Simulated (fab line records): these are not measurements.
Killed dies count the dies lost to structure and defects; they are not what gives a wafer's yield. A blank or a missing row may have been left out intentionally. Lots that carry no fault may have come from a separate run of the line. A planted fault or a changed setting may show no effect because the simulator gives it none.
Struck lot and sound lot, side by side / flow sky130 / 17 steps out of a route of 708
Sound: wafers L104.1, L104.2, L104.4. Wafers struck: L120.1, L120.3, L120.5. The cause is named last.
Per side, at each step with rows, come the tool, then ch with its chambers, and then its first start. Under that, the readings that differ: sound wafers / struck wafers / difference of the means / sigmas: that difference in standard deviations of wafers without a fault.
alike: readings with means less than 2 such deviations apart, plus words and numbers identical on both sides. not compared: withheld readings, readings lacking a value on some wafer, bounds such as >300 that could conceal the same value, and numbers that have no deviation in the record and whose values overlap.
Wherever a step has rows on one side only, a row that says differs or no value, or a row with sigmas, the two part there. Numbers that don't overlap but have no deviation are shown without sigmas and don't part them. A reading that every wafer of one side lacks parts them only if that side has two wafers or more.

first, 1 step without rows for these wafers: SKY_VT_ADJUST_LVTN_IMPLANT_19.
SKY_VT_ADJUST_LVTN_STRIP_20: strips in O2/N2.
  sound on plasma-asher-03 ch 0,1, day 8 01:22; struck on plasma-asher-03 ch 0,1, day 12 13:19
reading=strip-time-to-endpoint-s (s); sound=14.12 14.11 14.11; struck=14.21 14.18 14.24; difference=+0.10; sigmas=+2
  alike: drypump-motor-current-A, oes-product-au
  not compared: rf-hours-counter-h
SKY_VT_ADJUST_LVTN_TW_MEAS_21:
  sound on film-metro-04 at day 8 01:28; struck on film-metro-01 at day 12 13:25
  alike: VT_ADJUST_LVTN_2_TW
then, 7 steps without rows for these wafers: SKY_VT_ADJUST_NCORE_DEHYDRATE_00 (time 60 s); SKY_VT_ADJUST_NCORE_HMDS_01 (prime time 60 s); SKY_VT_ADJUST_NCORE_COAT_02 (resist thk 1140 nm); SKY_VT_ADJUST_NCORE_SOFTBAKE_03 (time 60 s); SKY_VT_ADJUST_NCORE_EXPOSE_04 (exposes mask LVTN COMPLEMENT THIN, target cd 380 nm); SKY_VT_ADJUST_NCORE_PEB_05; SKY_VT_ADJUST_NCORE_DEVELOP_06 (develop time 60 s).
SKY_VT_ADJUST_NCORE_CD_MEAS_07: target cd 380 nm.
  sound on cd-sem-02 at day 8 22:42; struck on cd-sem-02 at day 13 14:47
  alike: cd-nm
SKY_VT_ADJUST_NCORE_OVL_MEAS_08:
  sound on overlay-01 at day 8 22:49; struck on overlay-01 at day 13 14:55
  alike: VT_ADJUST_NCORE_OVL
SKY_VT_ADJUST_NCORE_IMPLANT_09:
  sound on implanter-03 ch 0, day 8 22:52; struck on implanter-03 ch 0, day 13 14:56
reading=beam-energy-keV; sound=10.006 10.006 10.004; struck=7.445 7.445 7.445; difference=-2.560; sigmas=-99 or more
reading=model.implant.rp-nm (nm); sound=33.98 33.98 33.98; struck=26.06 26.06 26.06; difference=-7.92; sigmas=
reading=model.implant.drp-nm (nm); sound=17.11 17.11 17.11; struck=13.91 13.91 13.91; difference=-3.20; sigmas=
SKY_VT_ADJUST_NCORE_STRIP_10: strips in O2/N2.
  sound on plasma-asher-03 ch 0,1, day 8 23:01; struck on plasma-asher-02 ch 0,1, day 13 15:05
  alike: drypump-motor-current-A, oes-product-au, strip-time-to-endpoint-s
  not compared: rf-hours-counter-h
SKY_VT_ADJUST_NCORE_TW_MEAS_11:
  sound on film-metro-03 at day 8 23:07; struck on film-metro-03 at day 13 15:11
reading=VT_ADJUST_NCORE_TW; sound=216.6 217.8 216.7; struck=203.4 204.0 203.8; difference=-13.3; sigmas=-8
then, 1 step without rows for these wafers: SKY_VT_ADJUST_HVTR_DEHYDRATE_00 (time 60 s).
-- record jumps: 36 days separate the struck wafers' starts on either side; left off in module VT_ADJUST_HVTR, taken up again in module PAD_OPEN, whose first shown step is the route's number 708 --
SKY_PAD_OPEN_PROBE_99:
  sound on prober-02 at day 46 02:55; struck on prober-01 at day 49 20:21
reading=model.etest.nfet_16v.r-on-ohm-um; sound=1.443e+04 1.443e+04 1.443e+04; struck=1.377e+04 1.378e+04 1.392e+04; difference=-6.067e+02; sigmas=
reading=model.etest.res-pwell-under-gate.rs-ohm-sq; sound=2271 2287 2270; struck=2337 2326 2334; difference=+56; sigmas=
reading=model.etest.pfet-g5v0d10v5.off-log10-a-um; sound=-12.16 -12.09 -12.27; struck=-13.15 -13.01 -13.05; difference=-0.90; sigmas=
reading=model.etest.pfet-g5v0d10v5.vt-sat-v (V); sound=-0.6063 -0.5913 -0.6019; struck=-0.6854 -0.6822 -0.665; difference=-0.0777; sigmas=
reading=model.etest.pfet_16v.vt-v (V); sound=-1.075 -1.066 -1.073; struck=-1.123 -1.115 -1.117; difference=-0.047; sigmas=
reading=model.etest.pfet-g5v0d10v5.vt-v (V); sound=-0.8212 -0.8091 -0.818; struck=-0.8685 -0.8678 -0.8474; difference=-0.0451; sigmas=
reading=model.etest.pfet-g5v0d10v5.vt-long-v (V); sound=-0.9068 -0.9024 -0.9097; struck=-0.9446 -0.9462 -0.9453; difference=-0.0391; sigmas=
reading=model.etest.nfet-g5v0d10v5.body-rise-v (V); sound=0.7002 0.7014 0.6949; struck=0.6415 0.6406 0.6445; difference=-0.0566; sigmas=
  alike: killed_at_M0_to_M3, killed_at_M4_up, killed-at-contacts, killed-at-front-end, killed-at-other, killed-dies, killed-open, killed-short

== WHERE THEY PART ==
Earliest at SKY_VT_ADJUST_LVTN_STRIP_20; latest, in this record, at SKY_VT_ADJUST_NCORE_TW_MEAS_11. Later steps at which nothing parts them and some readings are alike: SKY_PAD_OPEN_PROBE_99.

WHY: whatever the simulator had introduced
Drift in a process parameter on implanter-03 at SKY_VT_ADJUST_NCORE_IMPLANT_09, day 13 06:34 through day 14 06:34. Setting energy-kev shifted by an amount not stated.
